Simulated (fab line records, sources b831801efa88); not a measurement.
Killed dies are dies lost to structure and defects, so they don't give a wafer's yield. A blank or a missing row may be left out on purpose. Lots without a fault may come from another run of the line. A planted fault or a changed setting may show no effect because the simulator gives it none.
fab line records | flow sky130
record lots=6 wafers=18 last_day=50
route steps=708 shown LOCAL_INTERCONNECT@403 CONTACT@406 PAD_OPEN@708
lots that met no fault: from a run of the same line without faults
start_h: hours from the record's first day to the start of the lot's first wafer shown | wait_h: hours since the lot's step before | " the same as in the row above | L1.1+2: a row that stands for several wafers | - no value, or no start given | * or withheld: withheld | < > ~ a bound
route shown NAME@n: a module of which the file shows steps, and the number in the route of the first | usual: mean/standard deviation of fault-free wafers | same: alike in all rows | chamber/n: place in a boat | sites: the reading at each site | _std_site: their standard deviation | _edge_site: outer sites' mean less inner sites' | radius_mm: how far each site lies from the wafer's centre | mask NAME#n: copy n | behind: the tool/chamber that last shaped the wafer | hold: why the lot was held/for how many hours/how that ended | device: the transistor (n, p or np) that didn't switch | end of line: the same wafers' tests at the end of the route | a step without rows: its recipe alone | killed: dies lost to structure and defects at the first sort, not the wafer's yield | map: a wafer's dies, x killed, . not, _ none there
set.NAME: the setting as run; set.NAME@STEP: as run at that earlier step | model.NAME: the simulator's own value behind a step, which no gauge read
lots at some steps of the route; a table a step, a row a wafer
services: from which hour (start_h, from the record's first day; less than 0 if before it) a tool's chamber was out of use, for how many hours, and why
## steps
# step SKY_LOCAL_INTERCONNECT_STRIP_16
# recipe chemistry=post_etch_residue_remover time_s=1200 temp_c=72.5
# step SKY_LOCAL_INTERCONNECT_CLEAN_17
# recipe chemistry=IPA time_s=180 temp_c=25
# step SKY_LOCAL_INTERCONNECT_CLEAN_18
# recipe chemistry=O3/DIW dry=n2_spin
# step SKY_CONTACT_CVD_00
# recipe material=Si3N4 target_thk_nm=75 temp_c=400 time_s=withheld rf_w=450
# usual heater_power_w=705/78
# columns lot.wafer tool chamber start_h wait_h heater_power_w
L823.1 pecvd-03 2 796.46 0.0 740
L823.4 " 2 " " 750
L823.5 " 1 " " 804
L824.1 pecvd-03 2 805.06 0.0 769
L824.4 " 0 " " 569
L824.6 " 1 " " 746
L829.2 pecvd-03 2 835.86 0.0 829
L829.3 " 1 " " 768
L829.6 " 1 " " 773
L830.2 pecvd-03 2 851.72 0.0 811
L830.3 " 1 " " 735
L830.4 " 1 " " 737
L834.1 pecvd-02 1 877.39 0.0 684
L834.2 " 0 " " 688
L834.6 " 1 " " 693
L835.2 pecvd-03 1 884.24 0.0 825
L835.5 " 2 " " 782
L835.6 " 1 " " 796
# step SKY_CONTACT_THK_MEAS_01
# recipe reads=Si3N4_of_CONTACT_CVD_00
# usual CONTACT_CVD_00_THK=74.6/1.2
# columns lot.wafer tool chamber start_h wait_h CONTACT_CVD_00_THK[nm]
L823.1 film_metro-02 - 796.49 - 75.1
L823.4 " - " " 75.7
L823.5 " - " " 75.7
L824.1 film_metro-03 - 805.09 - 73.7
L824.4 " - " " 75.7
L824.6 " - " " 75.2
L829.2 film_metro-03 - 835.91 - 73.8
L829.3 " - " " 73.9
L829.6 " - " " 74.8
L830.2 film_metro-02 - 851.76 - 74.0
L830.3 " - " " 74.6
L830.4 " - " " 75.8
L834.1 film_metro-02 - 877.42 - 75.2
L834.2 " - " " 74.4
L834.6 " - " " 76.5
L835.2 film_metro-02 - 884.30 - 74.2
L835.5 " - " " 74.8
L835.6 " - " " 76.5
# step SKY_CONTACT_HDPCVD_02
# recipe material=SiO2 target_thk_nm=565 sigma_open_frac=0.3 time_s=94.2 temp_c=600 sih4_flow_sccm=60 pressure_mtorr=6
# step SKY_CONTACT_THK_MEAS_03
# recipe reads=SiO2_of_CONTACT_HDPCVD_02
# usual CONTACT_HDPCVD_THK=566/5.8
# columns lot.wafer tool chamber start_h wait_h CONTACT_HDPCVD_THK[nm]
L823.1 film_metro-04 - 796.62 0.0 561
L823.4 " - " " 571
L823.5 " - " " 574
L824.1 film_metro-02 - 805.22 0.0 566
L824.4 " - " " 554
L824.6 " - " " 563
L829.2 film_metro-04 - 836.07 0.1 569
L829.3 " - " " 574
L829.6 " - " " 577
L830.2 film_metro-02 - 851.92 0.1 570
L830.3 " - " " 574
L830.4 " - " " 565
L834.1 film_metro-04 - 877.55 0.0 568
L834.2 " - " " 565
L834.6 " - " " 565
L835.2 film_metro-03 - 884.43 0.0 565
L835.5 " - " " 565
L835.6 " - " " 563
# step SKY_CONTACT_CMP_04
# recipe material=SiO2 down_force_psi=4 platen_rpm=60 pad_velocity_m_s=0.94248
# usual motor_current_A=12.2/1.2 platen_rpm=60.00/0.044 slurry_flow_ml_min=150.0/0.49 time_to_endpoint_s=82/4.8
# columns lot.wafer tool chamber start_h wait_h motor_current_A platen_rpm slurry_flow_ml_min time_to_endpoint_s
L823.1 cmp-02 0 796.73 0.1 10.7 59.97 150.1 73
L823.4 " 2 " " 12.5 59.97 149.9 84
L823.5 " 0 " " 10.2 59.93 150.0 82
L824.1 cmp-01 2 805.28 0.1 12.6 60.00 149.9 87
L824.4 " 3 " " 14.3 60.05 149.3 75
L824.6 " 2 " " 13.0 60.09 149.8 85
L829.2 cmp-02 0 836.12 0.0 10.6 60.01 150.7 80
L829.3 " 2 " " 13.2 59.94 150.5 91
L829.6 " 0 " " 10.5 60.03 149.7 83
L830.3 cmp-01 3 851.97 0.0 13.7 60.03 150.4 83
L830.4 " 0 " " 10.5 59.99 150.0 84
L830.2 " 2 " " 13.5 60.06 150.0 86
L834.2 cmp-02 2 877.71 0.1 13.0 60.07 150.6 90
L834.1 " 3 " " 12.0 60.04 150.3 86
L834.6 " 1 " " 12.8 59.98 150.6 91
L835.2 cmp-01 1 884.63 0.2 11.8 59.94 150.1 83
L835.5 " 2 " " 13.4 60.05 149.1 91
L835.6 " 3 " " 14.4 59.96 150.3 80
# step SKY_CONTACT_BOW_MEAS_05
# recipe mode=bow
# usual CONTACT_BOW=83/6.6
# columns lot.wafer tool chamber start_h wait_h CONTACT_BOW[um]
L823.1 film_metro-04 - 796.98 0.2 82
L823.4 " - " " 86
L823.5 " - " " 97
L824.1 film_metro-03 - 805.58 0.2 71
L824.4 " - " " 75
L824.6 " - " " 77
L829.2 film_metro-04 - 836.44 0.3 81
L829.3 " - " " 83
L829.6 " - " " 91
L830.2 film_metro-04 - 852.29 0.1 77
L830.3 " - " " 79
L830.4 " - " " 75
L834.1 film_metro-02 - 877.91 0.1 90
L834.2 " - " " 83
L834.6 " - " " 83
L835.2 film_metro-02 - 884.80 0.1 98
L835.5 " - " " 84
L835.6 " - " " 75
# step SKY_CONTACT_DEHYDRATE_06
# recipe temp_c=200 time_s=60
# step SKY_CONTACT_HMDS_07
# recipe prime_time_s=60 prime_temp_c=120
# step SKY_CONTACT_COAT_08
# recipe resist=BARC temp_c=withheld time_s=withheld spin_rpm=3000 resist_thk_nm=60
# step SKY_CONTACT_COAT_09
# recipe resist=KrF-thick spin_rpm=3000 resist_thk_nm=450
# columns lot.wafer tool chamber start_h wait_h model.KrF-thick_of_CONTACT_COAT_09.thk_nm
L823.1 litho_track-02 0 810 - 450.2
L823.4 " 0 " " 449.5
L823.5 " 0 " " 450.8
L824.1 litho_track-01 0 819 - 449.9
L824.4 " 0 " " 449.8
L824.6 " 0 " " 449.1
L829.2 litho_track-01 0 849 - 559.4
L829.3 " 0 " " 449.6
L829.6 " 0 " " 449.2
L830.2 litho_track-01 0 864 - 558.8
L830.3 " 0 " " 448.1
L830.4 " 0 " " 448.3
L834.1 litho_track-02 0 890 - 450.6
L834.2 " 0 " " 450.3
L834.6 " 0 " " 450.4
L835.2 litho_track-02 0 897 - 452.6
L835.5+6 " 0 " " 451.9
# step SKY_CONTACT_SOFTBAKE_10
# recipe temp_c=100 time_s=90 resist=KrF-thick
# step SKY_CONTACT_EXPOSE_11
# recipe mask_id=CTM1 na=0.8 source_shape=annular sigma_inner=0.55 sigma_outer=0.85 target_cd_nm=170 dose_mj=38
# step SKY_CONTACT_PEB_12
# recipe peb_temp_c=withheld peb_time_s=withheld resist=KrF-thick
# step SKY_CONTACT_DEVELOP_13
# recipe develop_time_s=60 resist=KrF-thick dev_temp_c=21
# step SKY_CONTACT_CD_MEAS_14
# recipe target_cd_nm=170
# usual cd_nm=170.2/1.6
# columns lot.wafer tool chamber start_h wait_h cd_nm
L823.1 cd_sem-02 - 824.33 - 171.4
L823.4 " - " " 172.9
L823.5 " - " " 172.0
L824.1 cd_sem-02 - 832.75 - 171.8
L824.4 " - " " 171.1
L824.6 " - " " 171.4
L829.2 cd_sem-02 - 862.75 - 166.5
L829.3 " - " " 169.0
L829.6 " - " " 170.8
L830.2 cd_sem-01 - 878.12 - 169.7
L830.3 " - " " 172.8
L830.4 " - " " 173.8
L834.1 cd_sem-01 - 904.10 - 169.1
L834.2 " - " " 169.8
L834.6 " - " " 169.7
L835.2 cd_sem-01 - 910.60 - 169.6
L835.5 " - " " 169.1
L835.6 " - " " 168.8
# step SKY_CONTACT_OVL_MEAS_15
# usual CONTACT_OVL=0/4.6
# columns lot.wafer tool chamber start_h wait_h CONTACT_OVL[nm]
L823.1 overlay-01 - 824.45 0.1 7
L823.4 " - " " 5
L823.5 " - " " 4
L824.1 overlay-01 - 832.87 0.1 1
L824.4 " - " " 3
L824.6 " - " " -2
L829.2 overlay-01 - 862.86 0.1 -3
L829.3 " - " " -2
L829.6 " - " " -2
L830.2 overlay-02 - 878.22 0.1 5
L830.3 " - " " -1
L830.4 " - " " 2
L834.1 overlay-01 - 904.22 0.1 1
L834.2 " - " " -7
L834.6 " - " " -6
L835.2 overlay-01 - 910.71 0.1 -1
L835.5 " - " " 1
L835.6 " - " " -1
# step SKY_CONTACT_ETCH_16
# recipe chemistry=N2/H2 target=BARC ion_energy_ev=200 source_w=500 bias_w=100 pressure_mtorr=30 n2_flow_sccm=100 h2_flow_sccm=200 stop_on=SiO2 time_s=45.9 target_depth_a=600
# usual chamber_pressure_mTorr=29.997/0.026 drypump_motor_current_A=5.6/0.52 oes_product_au=0.856/0.0052 throttle_valve_pct=13.225/0.0085
# columns lot.wafer tool chamber start_h wait_h chamber_pressure_mTorr drypump_motor_current_A oes_product_au rf_hours_counter_h throttle_valve_pct model.CONTACT.cd_nm
L823.1 rie_diel-01 2 824.49 0.0 29.995 5.8 0.864 12 13.228 172.6
L823.4 " 3 " " 30.038 5.4 0.850 5 13.230 174.2
L823.5 " 2 " " 30.012 5.8 0.853 - 13.206 172.8
L824.1 rie_diel-01 3 832.90 0.0 30.027 5.5 0.851 6 13.238 172.3
L824.4 " 2 " " 29.999 5.8 0.847 13 13.241 171.8
L824.6 " 1 " " 29.950 4.7 0.854 - 13.218 170.1
L829.2 rie_diel-02 1 862.89 0.0 30.014 5.2 0.849 23 13.219 166.2
L829.3 " 0 " " 30.006 5.9 0.857 18 13.229 169
L829.6 " 0 " " 29.968 5.9 0.862 - 13.229 171.2
L830.2 rie_diel-03 2 878.25 0.0 29.998 6.5 0.858 15 13.224 169
L830.3 " 3 " " 29.956 6.3 0.865 9 13.218 173.1
L830.4 " 1 " " 29.971 5.4 0.857 15 13.220 174.1
L834.1 rie_diel-03 2 904.25 0.0 30.041 6.5 0.846 16 13.221 168.3
L834.2 " 3 " " 29.989 6.3 0.845 10 13.239 170.2
L834.6 " 2 " " 29.999 6.5 0.854 - 13.220 169
L835.2 rie_diel-01 0 910.74 0.0 29.970 5.6 0.853 25 13.213 170.3
L835.5 " 0 " " 29.995 5.6 0.857 - 13.229 169.8
L835.6 " 1 " " 30.043 4.7 0.868 - 13.222 168.6
# step SKY_CONTACT_ETCH_17
# recipe target=SiO2 chemistry=C4F8/O2/Ar stop_on=Si3N4 mask_material=KrF-thick source_w=1500 bias_w=1200 pressure_mtorr=40 c4f8_flow_sccm=withheld O2_flow_sccm=6 Ar_flow_sccm=300 time_s=withheld target_depth_a=3400
# usual chamber_pressure_mTorr=40.00/0.035 oes_product_au=0.892/0.0048
# columns lot.wafer tool chamber start_h wait_h chamber_pressure_mTorr oes_product_au
L823.1 rie_diel-01 2 824.53 0.0 39.97 0.899
L823.4 " 3 " " 40.00 0.895
L823.5 " 2 " " 40.03 0.895
L824.1 rie_diel-01 3 832.94 0.0 39.99 0.895
L824.4 " 2 " " 40.00 0.893
L824.6 " 1 " " 40.02 0.897
L829.2 rie_diel-02 1 862.93 0.0 40.00 0.885
L829.3 " 0 " " 39.98 0.893
L829.6 " 0 " " 39.97 0.891
L830.2 rie_diel-03 2 878.29 0.0 39.97 0.898
L830.3 " 3 " " 40.05 0.892
L830.4 " 1 " " 39.98 0.901
L834.1 rie_diel-03 2 904.29 0.0 40.05 0.894
L834.2 " 3 " " 40.03 0.892
L834.6 " 2 " " 40.01 0.883
L835.2 rie_diel-01 0 910.78 0.0 39.97 0.879
L835.5 " 0 " " 40.03 0.890
L835.6 " 1 " " 40.08 0.892
# step SKY_CONTACT_ETCH_18
# recipe target=Si3N4 chemistry=CHF3/O2 stop_on=TiN source_w=600 bias_w=200 pressure_mtorr=40 chf3_flow_sccm=50 O2_flow_sccm=5 time_s=39 target_depth_a=750
# usual chamber_pressure_mTorr=40.00/0.038 drypump_motor_current_A=5.6/0.52 oes_product_au=0.852/0.0091 throttle_valve_pct=8.792/0.0087
# columns lot.wafer tool chamber start_h wait_h chamber_pressure_mTorr drypump_motor_current_A oes_product_au rf_hours_counter_h throttle_valve_pct model.KrF-thick_of_CONTACT_COAT_09.thk_nm model.CONTACT.cd_nm
L823.1 rie_diel-01 2 - - 39.96 5.8 0.849 12 8.787 244.6 172.3
L823.4 " 3 " " 40.02 5.5 0.856 5 8.801 244.3 173.8
L823.5 " 2 " " 39.99 5.8 0.852 - 8.806 244.1 172.8
L824.1 rie_diel-01 3 - - 39.98 5.5 0.855 6 8.785 244.8 171.8
L824.4 " 2 " " 40.02 5.8 0.861 13 8.805 244.3 171.4
L824.6 " 1 " " 39.99 4.7 0.865 - 8.792 239.7 170.1
L829.2 rie_diel-02 1 - - 40.04 5.2 0.850 23 8.777 351.8 166.6
L829.3 " 0 " " 40.00 5.9 0.847 18 8.801 243.8 169
L829.6 " 0 " " 40.06 5.9 0.860 - 8.781 244.9 171.3
L830.2 rie_diel-03 2 - - 40.04 6.5 0.843 16 8.810 349.6 169
L830.3 " 3 " " 39.99 6.3 0.844 9 8.782 237.9 173.4
L830.4 " 1 " " 39.97 5.4 0.856 15 8.794 241 174.3
L834.1 rie_diel-03 2 - - 40.06 6.5 0.852 16 8.806 239.4 168.8
L834.2 " 3 " " 40.05 6.3 0.847 10 8.802 239.8 170.9
L834.6 " 2 " " 40.00 6.5 0.869 - 8.793 238.6 169.1
L835.2 rie_diel-01 0 - - 40.00 5.6 0.852 25 8.803 244.4 170.2
L835.5 " 0 " " 39.94 5.6 0.860 - 8.791 243.2 169.4
L835.6 " 1 " " 40.05 4.7 0.865 - 8.795 244.7 168.8
# step SKY_CONTACT_STRIP_19
# recipe chemistry=O2/N2 power_w=1400 pressure_mtorr=1500 platen_temp_c=withheld o2_flow_sccm=3000 n2_flow_sccm=300 overash_fraction=0.5
# usual chamber_pressure_mTorr=1500.0/1.3 drypump_motor_current_A=5.6/0.43 o2_flow_sccm=2999/9 oes_product_au=0.380/0.0047 strip_time_to_endpoint_s=3.609/0.029
# same overash_fraction=0.5
# columns lot.wafer tool chamber start_h wait_h chamber_pressure_mTorr drypump_motor_current_A o2_flow_sccm oes_product_au rf_hours_counter_h strip_time_to_endpoint_s
L823.1 plasma_asher-02 1 824.62 - 1498.6 5.1 2982 0.385 38 3.632
L823.4 " 1 " " 1499.7 5.1 2983 0.378 - 3.632
L823.5 " 0 " " 1502.3 5.2 2982 0.383 - 3.626
L824.1 plasma_asher-02 1 833.04 - 1498.4 5.1 3002 0.383 39 3.632
L824.4 " 1 " " 1499.8 5.1 3000 0.383 - 3.644
L824.6 " 0 " " 1500.6 5.2 2998 0.383 - 3.572
L829.2 plasma_asher-03 0 863.02 - 1501.8 6.1 3003 0.427 108 4.766
L829.3 " 0 " " 1501.6 6.1 2997 0.381 - 3.626
L829.6 " 1 " " 1498.5 6.0 2998 0.378 - 3.633
L830.2 plasma_asher-03 0 878.38 - 1499.4 6.1 2998 0.422 110 4.711
L830.3 " 0 " " 1499.4 6.2 2992 0.380 - 3.559
L830.4 " 1 " " 1498.2 6.0 3007 0.380 - 3.597
L834.1 plasma_asher-01 0 904.38 - 1498.9 5.9 3005 0.373 72 3.569
L834.2 " 1 " " 1500.4 5.4 2989 0.382 72 3.585
L834.6 " 0 " " 1499.6 5.9 2995 0.378 - 3.542
L835.2 plasma_asher-02 0 910.87 - 1500.5 5.2 3005 0.380 49 3.622
L835.5 " 1 " " 1499.7 5.1 2997 0.372 - 3.630
L835.6 " 0 " " 1501.8 5.2 3016 0.386 - 3.623
# step SKY_CONTACT_STRIP_20
# recipe chemistry=post_etch_residue_remover time_s=1200 temp_c=72.5
# step SKY_PAD_OPEN_PROBE_99
# usual killed_at_M0_to_M3=42/6.7 killed_at_M4_up=3.3/2.1 killed_at_contacts=24/5.1 killed_at_front_end=15/4.6 killed_at_other=0.3/0.58 killed_dies=85/9.9 killed_open=46/6.9 killed_short=38/7
# same gross_dies=492 killed_at_back_side=0
# columns lot.wafer tool chamber start_h wait_h killed_at_M0_to_M3 killed_at_M4_up killed_at_contacts killed_at_front_end killed_at_other killed_dies killed_open killed_short
L829.3 prober-02 - 1175.45 0.2 46 0 38 15 0 99 66 33
L830.4 prober-01 - 1182.02 0.2 44 9 26 13 1 93 51 41
# killed by level:class
L829.3 CONTACT:geometric_particle:open=18 VIA1:geometric_particle:open=17 CONTACT:geometric_particle:short=8 LI_CONTACT:geometric_particle:open=6 VIA3:geometric_particle:short=6 FIELD_ISO:geometric_particle:open=4 POLY_GATE:geometric_particle:open=4 VIA3:geometric_particle:open=4
L830.4 CONTACT:geometric_particle:open=11 VIA1:geometric_particle:open=9 METAL4:geometric_particle:short=8 LI_CONTACT:geometric_particle:open=7 METAL1:geometric_particle:short=7 VIA2:geometric_particle:open=5 CONTACT:geometric_particle:short=4 VIA2:geometric_particle:short=4
## services
# columns tool chamber start_h hours kind
rie_diel-02 2 777.34 40.1 repair
cmp-01 - 777.44 1.5 repair
cmp-02 - 779.01 5.3 pm
cmp-01 - 785.11 4.8 pm
rie_diel-02 3 793.34 2.6 repair
pecvd-02 - 793.45 14.6 pm
pecvd-02 1 797.40 2.1 scheduled_down
cmp-02 - 800.21 2.0 repair
cmp-01 - 802.56 2.7 repair
pecvd-02 0 803.03 5.5 scheduled_down
rie_diel-01 1 818.63 5.7 repair
plasma_asher-01 - 823.16 79.1 repair
cmp-02 - 829.25 1.9 repair
rie_diel-01 - 845.05 2.8 pm
pecvd-02 - 854.90 0.9 repair
rie_diel-02 2 862.38 4.8 repair
rie_diel-03 3 864.96 10.2 repair
rie_diel-03 2 872.59 4.8 repair
rie_diel-01 1 879.83 5.5 repair
pecvd-03 0 880.41 5.5 scheduled_down
pecvd-02 - 890.92 0.9 repair
litho_track-01 - 899.99 - consumable_replace:filter
plasma_asher-02 - 900.31 1.4 repair
rie_diel-03 1 902.04 4.2 repair
## key
first_sign step=SKY_CONTACT_STRIP_19 reading=strip_time_to_endpoint_s direction=up sigmas=39 usual=* struck=*
effect step=SKY_CONTACT_STRIP_19 reading=oes_product_au direction=up sigmas=9.4 usual=0.380 struck=0.424
model_effect step=SKY_CONTACT_COAT_09 value=KrF-thick_of_CONTACT_COAT_09.thk_nm without=449.4 struck=559.1
model_effect step=SKY_CONTACT_ETCH_16 value=CONTACT.cd_nm without=171 struck=167.6
model_effect step=SKY_CONTACT_ETCH_18 value=KrF-thick_of_CONTACT_COAT_09.thk_nm without=241 struck=350.7
met_at SKY_CONTACT_COAT_09
struck_wafers L829.2,L830.2
tester_left_out L829,L830
onset_between 819 849
fault kind=process_parameter_drift tool=litho_track-01 chamber=- onset_h=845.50 steps=SKY_CONTACT_COAT_09 channel=resist_thk_nm offset=109.88 shape=step end_h=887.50 scope=struck_wafers_only acts_in=these_recipes_only stated=450
# tester_left_out: of these lots the tester's yield and bins aren't shown, on N5 and GAA mostly nor the transistor test; their killed dies are dies lost to structure and defects alone, not to doping, threshold or leakage, so they don't give the yield
